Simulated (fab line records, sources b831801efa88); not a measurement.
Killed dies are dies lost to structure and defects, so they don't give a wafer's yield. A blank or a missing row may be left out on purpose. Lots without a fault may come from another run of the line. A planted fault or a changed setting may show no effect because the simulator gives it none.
A struck lot beside a sound one | flow sfq_line | 41 steps out of a route of 325
Sound: wafers L141.3, L141.4, L141.5. Struck: wafer L148.2. (L148.3, L148.4 of the same lot were not struck and are left out.) The cause comes at the end.
At each step with rows: each side's tool, then ch and its chambers, then its first start. Under that, the readings that differ: sound wafers | struck wafers | difference of the means | sigmas: that difference in standard deviations of wafers without a fault.
alike: readings whose means differ by less than 2 such deviations, and words and numbers that are the same on both sides. not compared: withheld readings, readings that some wafer has no value for, bounds like >300 that may hide the same value, and numbers for which the record gives no deviation and whose values overlap.
The two part at a step that has a row with sigmas, a row that says differs or no value, or rows on one side only. Numbers that don't overlap but have no deviation are shown without sigmas and don't part them. A reading that every wafer of one side lacks parts them only if that side has two wafers or more.

first, 6 steps without rows for these wafers: SFQ_TRILAYER_I2_VIA_LITHO_COAT_072 (resist thk 62 nm); SFQ_TRILAYER_I2_VIA_LITHO_COAT_067 (resist thk 650 nm); SFQ_TRILAYER_I2_VIA_LITHO_SOFTBAKE_071; SFQ_TRILAYER_I2_VIA_LITHO_EXPOSE_068 (exposes mask I2, target cd 500 nm); SFQ_TRILAYER_I2_VIA_LITHO_PEB_070 (peb time 60 s); SFQ_TRILAYER_I2_VIA_LITHO_DEVELOP_069 (time 60 s).
SFQ_I2_OVL_MEAS_918:
  sound on overlay-01, day 38 15:32; struck on overlay-01, day 41 11:23
  alike: I2_OVL
then, 2 steps without rows for these wafers: SFQ_TRILAYER_I2_VIA_BARC_OPEN_VIA_ETCH_096 (etches BARC in O2, target depth 125 nm, time 41.7 s); SFQ_TRILAYER_I2_VIA_ETCH_VIA_ETCH_070 (etches SiO2 in CHF3, stops on Nb, target depth 260 nm).
SFQ_TRILAYER_I2_VIA_STRIP_STRIP_071: strips in O2.
  sound on rie_metal-01 ch 0,1, day 38 15:55; struck on rie_metal-03 ch 0, day 41 11:34
  reading                     | sound       | struck | difference                   | sigmas
  drypump_motor_current_A (A) | 6.1 5.3 6.1 | 5.0    | -0.8                         | -2
  rf_hours_counter_h (h)      | - - -       | 107    | no value on the sound wafers |
  alike: oes_product_au
then, 2 steps without rows for these wafers: SFQ_TRILAYER_I2_VIA_STRIP_SOLV_CLEAN_072 (cleans in NMP, time 600 s); SFQ_TRILAYER_M3_DEP_PRE_CLEAN_074 (time 22.5 s).
SFQ_TRILAYER_M3_DEP_SPUTTER_073: material Nb, target thk 200 nm, time 133.3 s.
  sound on pvd_sputter-03, day 38 16:31; struck on pvd_sputter-06, day 41 12:22
  reading                                             | sound           | struck | difference | sigmas
  model.Nb_of_TRILAYER_M3_DEP_SPUTTER_073.thk_nm (nm) | 197.9 201.1 202 | 266.9  | +66.6      |
  alike: base_pressure_pa, chamber_pressure_pa, throttle_valve_pct
SFQ_M3_RS_MEAS_919: measures by four-point-probe.
  sound on film_metro-04, day 38 16:38; struck on film_metro-02, day 41 12:46
  reading           | sound             | struck | difference | sigmas
  M3_NB_RS (ohm/sq) | 0.898 0.883 0.883 | 0.666  | -0.222     | -20
  not compared: hold
then, 5 steps without rows for these wafers: SFQ_TRILAYER_M3_LITHO_COAT_075 (resist thk 600 nm); SFQ_TRILAYER_M3_LITHO_SOFTBAKE_079; SFQ_TRILAYER_M3_LITHO_EXPOSE_076 (exposes mask M3, target cd 500 nm); SFQ_TRILAYER_M3_LITHO_PEB_078 (peb time 60 s); SFQ_TRILAYER_M3_LITHO_DEVELOP_077 (time 60 s).
SFQ_M3_OVL_MEAS_921:
  sound on overlay-01, day 38 19:02; struck on overlay-01, day 41 22:11
  alike: M3_OVL
then, 1 step without rows for these wafers: SFQ_TRILAYER_M3_BARC_OPEN_METAL_ETCH_100 (etches BARC in O2, target depth 125 nm, time 41.7 s).
SFQ_TRILAYER_M3_ETCH_METAL_ETCH_078: etches Nb in Cl2/Ar, stops on SiO2, target depth 240 nm, time 120 s.
  sound on rie_metal-02 ch 0,1, day 38 19:10; struck on rie_metal-02 ch 0, day 41 22:16
  reading                | sound             | struck | difference                   | sigmas
  oes_product_au (a.u.)  | 0.888 0.888 0.901 | 1.004  | +0.112                       | +14
  rf_hours_counter_h (h) | - - -             | 123    | no value on the sound wafers |
  alike: drypump_motor_current_A
then, 2 steps without rows for these wafers: SFQ_TRILAYER_M3_STRIP_STRIP_079 (strips in O2); SFQ_TRILAYER_M3_STRIP_SOLV_CLEAN_080 (cleans in NMP, time 600 s).
SFQ_TRILAYER_I3_DEP_PECVD_081: deposits SiO2 from SiH4/N2O, time 111.11 s, target thk 500 nm.
  sound on pecvd-02 ch 1,2, day 38 20:02; struck on pecvd-04 ch 1, day 41 23:21
  alike: heater_power_w, throttle_valve_pct
then, 1 step without rows for these wafers: SFQ_TRILAYER_I3_CMP_CMP_082 (polishes SiO2).
SFQ_I3_BOW_MEAS_922:
  sound on film_metro-04, day 40 03:38; struck on film_metro-01, day 42 04:35
  alike: I3_BOW
then, 7 steps without rows for these wafers: SFQ_TRILAYER_I3_METRO_MEASURE_083; SFQ_TRILAYER_I3_VIA_LITHO_COAT_090 (resist thk 62 nm); SFQ_TRILAYER_I3_VIA_LITHO_COAT_085 (resist thk 650 nm); SFQ_TRILAYER_I3_VIA_LITHO_SOFTBAKE_089; SFQ_TRILAYER_I3_VIA_LITHO_EXPOSE_086 (exposes mask I3, target cd 500 nm); SFQ_TRILAYER_I3_VIA_LITHO_PEB_088 (peb time 60 s); SFQ_TRILAYER_I3_VIA_LITHO_DEVELOP_087 (time 60 s).
-- the record jumps here: 6 days lie between the struck wafers' starts before and after --
SFQ_I3_OVL_MEAS_923:
  sound on overlay-02, day 45 12:35; struck on overlay-02, day 48 04:14
  alike: I3_OVL
SFQ_TRILAYER_I3_VIA_BARC_OPEN_VIA_ETCH_121: etches BARC in O2, target depth 125 nm, time 41.7 s.
  sound on rie_diel-03 ch 0,2,3, day 45 12:37; struck on rie_diel-03 ch 2, day 48 04:16
  alike: drypump_motor_current_A, oes_product_au
  not compared: rf_hours_counter_h
SFQ_TRILAYER_I3_VIA_ETCH_VIA_ETCH_088: etches SiO2 in CHF3, stops on Nb, target depth 260 nm.
  sound on rie_diel-03 ch 0,2,3, day 45 12:39; struck on rie_diel-03 ch 2, day 48 04:19
  alike: drypump_motor_current_A, oes_product_au
SFQ_TRILAYER_I3_VIA_STRIP_STRIP_089: strips in O2.
  sound on rie_metal-03 ch 0,1, day 45 12:58; struck on rie_metal-03 ch 1, day 48 04:25
  reading                | sound             | struck | difference                   | sigmas
  oes_product_au (a.u.)  | 0.976 0.996 0.998 | 0.962  | -0.028                       | -3
  rf_hours_counter_h (h) | - - -             | 116    | no value on the sound wafers |
  alike: drypump_motor_current_A
then, 2 steps without rows for these wafers: SFQ_TRILAYER_I3_VIA_STRIP_SOLV_CLEAN_090 (cleans in NMP, time 600 s); SFQ_TRILAYER_M4_DEP_PRE_CLEAN_092 (time 22.5 s).
-- the record jumps here: 32 days lie between the struck wafers' starts before and after --
SFQ_M8_BOW_MEAS_951:
  sound on film_metro-01, day 77 21:21; struck on film_metro-04, day 80 05:47
  reading                       | sound             | struck | difference | sigmas
  model.etest.m3.comb_log10_ohm | 12 12 12          | 0      | -12        |
  model.etest.m3.ohm_sq         | 0.9 0.8857 0.8817 | 0.6671 | -0.2220    |
  alike: M8_BOW

WHERE THEY PART
First at SFQ_TRILAYER_I2_VIA_STRIP_STRIP_071; last, within this record, at SFQ_TRILAYER_I3_VIA_STRIP_STRIP_089. Later steps at which nothing parts them and some readings are alike: SFQ_M8_BOW_MEAS_951.

WHY: what the simulator had put in
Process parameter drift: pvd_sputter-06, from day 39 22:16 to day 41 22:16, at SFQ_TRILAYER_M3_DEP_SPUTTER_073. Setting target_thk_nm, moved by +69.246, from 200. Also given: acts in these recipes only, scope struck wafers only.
